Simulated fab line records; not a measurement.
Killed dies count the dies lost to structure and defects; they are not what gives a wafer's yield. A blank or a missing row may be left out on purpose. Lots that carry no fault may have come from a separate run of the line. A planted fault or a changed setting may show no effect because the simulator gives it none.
Matching of chambers / flow gf180mcu / GF_V1_ETCH_16 on rieDiel-02 has 4 sister chambers
The step etches BARC in N2/H2. 8 wafers are shown with their chamber, then 8 later ones without.

WAFERS WITH THEIR CHAMBER
wafer=L742.3; chamber=0; drypumpMotorCurrentA (A)=5.7; n2FlowSccm (sccm)=100.28
wafer=L744.3; chamber=1; drypumpMotorCurrentA (A)=6.0; n2FlowSccm (sccm)=99.76
wafer=L744.6; chamber=0; drypumpMotorCurrentA (A)=5.6; n2FlowSccm (sccm)=100.17
wafer=L745.6; chamber=2; drypumpMotorCurrentA (A)=5.8; n2FlowSccm (sccm)=99.82
wafer=L749.1; chamber=1; drypumpMotorCurrentA (A)=6.0; n2FlowSccm (sccm)=99.50
wafer=L749.2; chamber=2; drypumpMotorCurrentA (A)=5.8; n2FlowSccm (sccm)=100.25
wafer=L749.6; chamber=3; drypumpMotorCurrentA (A)=5.7; n2FlowSccm (sccm)=100.10
wafer=L752.1; chamber=3; drypumpMotorCurrentA (A)=5.7; n2FlowSccm (sccm)=99.61

WAFERS WITHOUT THEIR CHAMBER
wafer=L752.2; drypumpMotorCurrentA (A)=6.0; n2FlowSccm (sccm)=100.34
wafer=L752.5; drypumpMotorCurrentA (A)=5.7; n2FlowSccm (sccm)=100.22
wafer=L754.1; drypumpMotorCurrentA (A)=6.0; n2FlowSccm (sccm)=100.27
wafer=L754.3; drypumpMotorCurrentA (A)=5.7; n2FlowSccm (sccm)=100.16
wafer=L754.4; drypumpMotorCurrentA (A)=5.7; n2FlowSccm (sccm)=99.68
wafer=L764.2; drypumpMotorCurrentA (A)=5.7; n2FlowSccm (sccm)=100.62
wafer=L764.4; drypumpMotorCurrentA (A)=5.6; n2FlowSccm (sccm)=99.84
wafer=L764.6; drypumpMotorCurrentA (A)=5.7; n2FlowSccm (sccm)=99.66

EACH ONE'S CHAMBER
wafer=L752.2; from the rows above=1; in truth=1
wafer=L752.5; from the rows above=can't be placed: 0 or 3 or 2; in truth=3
wafer=L754.1; from the rows above=1; in truth=1
wafer=L754.3; from the rows above=can't be placed: 3 or 0 or 2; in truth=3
wafer=L754.4; from the rows above=can't be placed: 3 or 0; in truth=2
wafer=L764.2; from the rows above=can't be placed: 0 or 3 or 2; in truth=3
wafer=L764.4; from the rows above=can't be placed: 0 or 3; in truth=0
wafer=L764.6; from the rows above=can't be placed: 3 or 0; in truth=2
Correct placement for 2 of the 8. Not placeable from these rows: 6 (in 4, the candidates include the true chamber). Wrongly placed: 0.
How it was worked out, from the rows above alone: a wafer's distance from a chamber is the root of the sum, over the readings, of the square of ((its reading less the chamber's mean) divided by the reading's scatter). If the next closest chamber is less than 2 further off than the closest, the wafer can't be placed; otherwise it belongs to the closest. The mean given for a chamber averages the wafers shown for that chamber. The scatter: the root of (the sum of the squares of (reading less its chamber's mean) over the shown wafers, divided by (wafers less chambers)).
